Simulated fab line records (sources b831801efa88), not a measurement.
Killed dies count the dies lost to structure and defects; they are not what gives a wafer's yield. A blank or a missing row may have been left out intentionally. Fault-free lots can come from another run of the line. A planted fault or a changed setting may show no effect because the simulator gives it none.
fab line records	flow sky130
[record] lots = 14	wafers = 42	lastDay = 51
route steps=708 shown VIA1@461 METAL2@488
lots that met no fault: taken from a fault-free run of the same line
startH: the number of hours between the record's first day and the start of the first shown wafer of the lot	waitH: time in hours since the lot's previous step	" unchanged from the row above	L1.1+2: several wafers, shown together as one row	- either no value or no given start	* or withheld: withheld	< > ~ a bound
route shown NAME@n: a module of which the file shows steps, and the number in the route of the first	usual: the fault-free wafers' mean and standard deviation	same: alike in all rows	chamber/n: place in a boat	sites: readings site by site	_std_site: standard deviation across them	_edge_site: inner sites' mean taken away from outer sites' mean	radiusMm: how far each site lies from the wafer's centre	mask NAME#n: copy n	behind: the last tool/chamber to shape the wafer	hold: why the lot was held/for how many hours/how that ended	device: whichever transistor did not switch (one of n, p or np)	end of line: at the end of the route, the tests of the same wafers	a step without rows: its recipe alone	killed: count of dies lost to structure and defects at first sort (not the wafer's yield)	map: a wafer's dies, x killed, . not, _ none there
set.NAME: setting as actually run; set.NAME@STEP: the setting as run at that earlier step	model.NAME: the simulator's own value behind a step, which no gauge read
the route's steps for a sample of lots (tables are steps, rows are wafers)
services: from which hour (startH, from the record's first day; less than 0 if before it) a tool's chamber was out of use, for how many hours, and why
[[steps]]
[step SKY_VIA1_BOW_MEAS_03]
[recipe] mode = bow
[usual] VIA1_BOW = 80/7
lot.wafer	tool	chamber	startH	waitH	VIA1_BOW[um]
L150.2	filmMetro-03	-	785.33	0.1	78
L150.3	"	-	"	"	77
L150.4	"	-	"	"	82
L153.2	filmMetro-03	-	811.50	0.2	63
L153.3	"	-	"	"	76
L153.6	"	-	"	"	82
L154.3	filmMetro-04	-	820.80	0.3	86
L154.4	"	-	"	"	76
L154.5	"	-	"	"	78
L156.4	filmMetro-03	-	832.23	0.2	79
L156.5	"	-	"	"	74
L156.6	"	-	"	"	84
L158.3	filmMetro-04	-	850.46	0.2	85
L158.4	"	-	"	"	86
L158.6	"	-	"	"	89
L160.2	filmMetro-04	-	860.94	0.3	81
L160.5	"	-	"	"	90
L160.6	"	-	"	"	79
L161.1	filmMetro-01	-	873.81	0.2	75
L161.4	"	-	"	"	84
L161.6	"	-	"	"	74
L163.2	filmMetro-01	-	890.28	0.3	69
L163.4	"	-	"	"	71
L163.5	"	-	"	"	77
L164.2	filmMetro-03	-	892.29	0.2	91
L164.3	"	-	"	"	77
L164.5	"	-	"	"	84
L166.1	filmMetro-01	-	901.81	0.1	91
L166.4	"	-	"	"	77
L166.5	"	-	"	"	76
L168.3	filmMetro-01	-	926.10	0.2	83
L168.5	"	-	"	"	97
L168.6	"	-	"	"	77
L169.2	filmMetro-01	-	927.18	0.2	73
L169.4	"	-	"	"	80
L169.5	"	-	"	"	91
L172.1	filmMetro-04	-	947.80	0.2	74
L172.3	"	-	"	"	80
L172.5	"	-	"	"	88
L173.2	filmMetro-04	-	956.54	0.1	73
L173.4	"	-	"	"	92
L173.6	"	-	"	"	75
[step SKY_VIA1_CD_MEAS_12]
[recipe] targetCdNm = 150
[usual] cdNm = 150.3/1.6
lot.wafer	tool	chamber	startH	waitH	cdNm
L150.2	cdSem-02	-	812.74	-	150.1
L150.3	"	-	"	"	149.5
L150.4	"	-	"	"	149.7
L153.2	cdSem-02	-	838.06	-	150.9
L153.3	"	-	"	"	150.6
L153.6	"	-	"	"	149.2
L154.3	cdSem-02	-	847.45	-	149.1
L154.4	"	-	"	"	149.0
L154.5	"	-	"	"	149.4
L156.4	cdSem-02	-	858.47	-	150.3
L156.5	"	-	"	"	151.2
L156.6	"	-	"	"	150.7
L158.3	cdSem-02	-	877.03	-	151.1
L158.4	"	-	"	"	150.0
L158.6	"	-	"	"	150.0
L160.2	cdSem-01	-	887.74	-	153.2
L160.5	"	-	"	"	152.0
L160.6	"	-	"	"	154.6
L161.1	cdSem-02	-	900.59	-	148.2
L161.4	"	-	"	"	147.3
L161.6	"	-	"	"	149.2
L163.2	cdSem-01	-	915.58	-	150.6
L163.4	"	-	"	"	151.1
L163.5	"	-	"	"	153.3
L164.2	cdSem-01	-	917.66	-	149.1
L164.3	"	-	"	"	150.0
L164.5	"	-	"	"	149.7
L166.1	cdSem-01	-	926.96	-	147.6
L166.4	"	-	"	"	145.9
L166.5	"	-	"	"	147.8
L168.3	cdSem-01	-	951.31	-	150.4
L168.5	"	-	"	"	150.4
L168.6	"	-	"	"	149.4
L169.2	cdSem-01	-	952.31	-	149.8
L169.4	"	-	"	"	150.8
L169.5	"	-	"	"	150.5
L172.1	cdSem-01	-	972.64	-	150.7
L172.3	"	-	"	"	150.4
L172.5	"	-	"	"	152.0
L173.2	cdSem-01	-	980.83	-	151.3
L173.4	"	-	"	"	149.0
L173.6	"	-	"	"	148.2
[step SKY_VIA1_CMP_24]
[recipe] stopOn = SiO2	tOverpolishS = 15	downForcePsi = 3.5	platenRpm = 60	targetThkNm = 0	padVelocityMS = 0.94248
[usual] headPressurePsi = 3.501/0.0069	motorCurrentA = 10.9/1	overpolishRunS = 15.000/0.0098	timeToEndpointS = 65.0/2.7
lot.wafer	tool	chamber	startH	waitH	headPressurePsi	motorCurrentA	overpolishRunS	timeToEndpointS
L150.3	cmp-01	2	813.93	0.0	3.507	12.5	15.007	66.5
L150.4	"	3	"	"	3.495	10.6	15.015	61.4
L150.2	"	0	"	"	3.509	10.2	15.010	66.0
L153.2	cmp-01	3	839.36	0.1	3.506	10.4	15.009	62.3
L153.3	"	1	"	"	3.507	9.7	15.000	65.6
L153.6	"	2	"	"	3.493	12.9	14.990	69.7
L154.4	cmp-02	2	848.58	0.0	3.490	10.5	14.984	66.1
L154.3	"	0	"	"	3.497	11.8	14.994	63.8
L154.5	"	2	"	"	3.499	10.4	15.014	64.0
L156.4	cmp-02	0	859.74	0.2	3.506	12.2	15.001	67.5
L156.5	"	1	"	"	3.493	10.4	15.004	71.0
L156.6	"	2	"	"	3.504	10.7	14.992	62.6
L158.3	cmp-01	1	878.22	0.1	3.505	9.8	15.012	66.4
L158.4	"	3	"	"	3.504	10.6	15.012	67.9
L158.6	"	0	"	"	3.510	10.9	14.999	68.4
L160.2	cmp-02	3	888.95	0.1	3.500	10.9	14.995	69.0
L160.5	"	2	"	"	3.511	10.2	14.996	68.4
L160.6	"	3	"	"	3.488	11.6	15.019	70.3
L161.4	cmp-01	1	901.77	0.0	3.492	9.8	14.980	64.1
L161.1	"	2	"	"	3.501	12.9	15.014	68.4
L161.6	"	2	"	"	3.492	13.4	15.009	65.4
L163.4	cmp-02	3	916.87	0.1	3.501	10.7	14.987	65.2
L163.2	"	1	"	"	3.491	10.4	15.019	64.1
L163.5	"	2	"	"	3.507	9.8	15.003	62.0
L164.3	cmp-02	1	918.90	0.1	3.490	10.9	15.003	62.7
L164.2	"	2	"	"	3.495	10.3	15.000	61.5
L164.5	"	1	"	"	3.500	10.7	0.037	103.6
L166.4	cmp-02	1	928.39	0.3	3.512	10.1	0.029	104.4
L166.1	"	2	"	"	3.483	10.9	15.008	59.7
L166.5	"	1	"	"	3.497	10.2	0.031	104.1
L168.3	cmp-01	3	952.55	0.1	3.495	10.6	14.987	64.3
L168.5	"	1	"	"	3.505	10.1	14.998	66.9
L168.6	"	2	"	"	3.509	13.4	15.016	70.4
L169.4	cmp-01	2	953.68	0.0	3.504	12.8	15.018	66.2
L169.2	"	1	"	"	3.489	10.3	15.015	62.0
L169.5	"	3	"	"	3.500	10.7	15.012	64.5
L172.1	cmp-01	1	973.81	0.1	3.495	10.3	15.000	62.7
L172.3	"	2	"	"	3.503	12.6	15.006	63.9
L172.5	"	2	"	"	3.497	12.7	15.000	66.9
L173.4	cmp-01	1	982.03	0.1	3.508	9.9	14.987	62.3
L173.2	"	2	"	"	3.496	12.3	15.000	64.3
L173.6	"	0	"	"	3.506	10.2	14.997	59.9
[step SKY_METAL2_RS_MEAS_05]
[recipe] thkMeasGauge = four-point-probe	reads = TiN_of_METAL2_SPUTTER_04+Ti_of_METAL2_SPUTTER_03+AlCu_of_METAL2_SPUTTER_02+TiN_of_METAL2_SPUTTER_01+Ti_of_METAL2_SPUTTER_00
[usual] METAL2_ALCU_RS = 0.1270/0.0014
lot.wafer	tool	chamber	startH	waitH	METAL2_ALCU_RS[ohm/sq]
L150.2	filmMetro-01	-	814.39	0.0	0.1280
L150.3	"	-	"	"	0.1286
L150.4	"	-	"	"	0.1278
L153.2	filmMetro-02	-	839.77	0.0	0.1266
L153.3	"	-	"	"	0.1276
L153.6	"	-	"	"	0.1277
L154.3	filmMetro-02	-	849.06	0.1	0.1260
L154.4	"	-	"	"	0.1257
L154.5	"	-	"	"	0.1258
L156.4	filmMetro-02	-	860.09	0.1	0.1254
L156.5	"	-	"	"	0.1257
L156.6	"	-	"	"	0.1268
L158.3	filmMetro-01	-	878.65	0.1	0.1294
L158.4	"	-	"	"	0.1313
L158.6	"	-	"	"	0.1300
L160.2	filmMetro-03	-	889.36	0.0	0.1274
L160.5	"	-	"	"	0.1274
L160.6	"	-	"	"	0.1276
L161.1	filmMetro-01	-	902.21	0.0	0.1259
L161.4	"	-	"	"	0.1272
L161.6	"	-	"	"	0.1270
L163.2	filmMetro-01	-	917.28	0.0	0.1262
L163.4	"	-	"	"	0.1262
L163.5	"	-	"	"	0.1253
L164.2	filmMetro-01	-	919.31	0.0	0.1282
L164.3	"	-	"	"	0.1274
L166.1	filmMetro-03	-	928.78	0.0	0.1271
L168.3	filmMetro-02	-	952.92	0.1	0.1290
L168.5	"	-	"	"	0.1292
L168.6	"	-	"	"	0.1279
L169.2	filmMetro-03	-	954.14	0.0	0.1267
L169.4	"	-	"	"	0.1283
L169.5	"	-	"	"	0.1271
L172.1	filmMetro-01	-	974.25	0.0	0.1245
L172.3	"	-	"	"	0.1258
L172.5	"	-	"	"	0.1271
L173.2	filmMetro-01	-	982.44	0.0	0.1256
L173.4	"	-	"	"	0.1287
L173.6	"	-	"	"	0.1262
[[services]]
tool	chamber	startH	hours	kind
cmp-02	-	820.89	0.3	repair
cmp-01	-	823.42	4.8	pm
cmp-01	-	927.16	4.0	pm
cmp-01	-	931.16	-	consumableReplace:conditioner
cmp-01	-	931.16	-	consumableReplace:pad
cmp-02	-	973.31	0.6	repair
cmp-02	-	976.40	17.1	pm
[[key]]
[firstSign] step = SKY_VIA1_CMP_24	reading = overpolishRunS	direction = down	sigmas = 99+	usual = 15.000	struck = 0.032
[effect] step = SKY_VIA1_CMP_24	reading = timeToEndpointS	direction = up	sigmas = 14	usual = *	struck = *
metAt SKY_VIA1_CMP_24
struckLots L164,L166
struckWafers L164.5,L166.4,L166.5
laterRowsLeftOut L164.5,L166.4,L166.5
sortLeftOut L164.5,L166.4,L166.5
notActingAt SKY_VIA1_BOW_MEAS_03,SKY_VIA1_CD_MEAS_12,SKY_METAL2_RS_MEAS_05
onsetBetween 916.87 918.90
[fault] kind = processParameterDrift	tool = cmp-02	chamber = -	onsetH = 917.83	steps = SKY_VIA1_CMP_24	channel = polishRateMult	offset = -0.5	shape = step	endH = 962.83	scope = struckWafersOnly
// sortLeftOut: the simulated sort isn't trusted on such a fault, so these wafers' sort isn't shown, and their yield isn't known
// laterRowsLeftOut: the simulator's readings of these wafers behind a module that went badly wrong aren't trusted and aren't shown, but for the sort
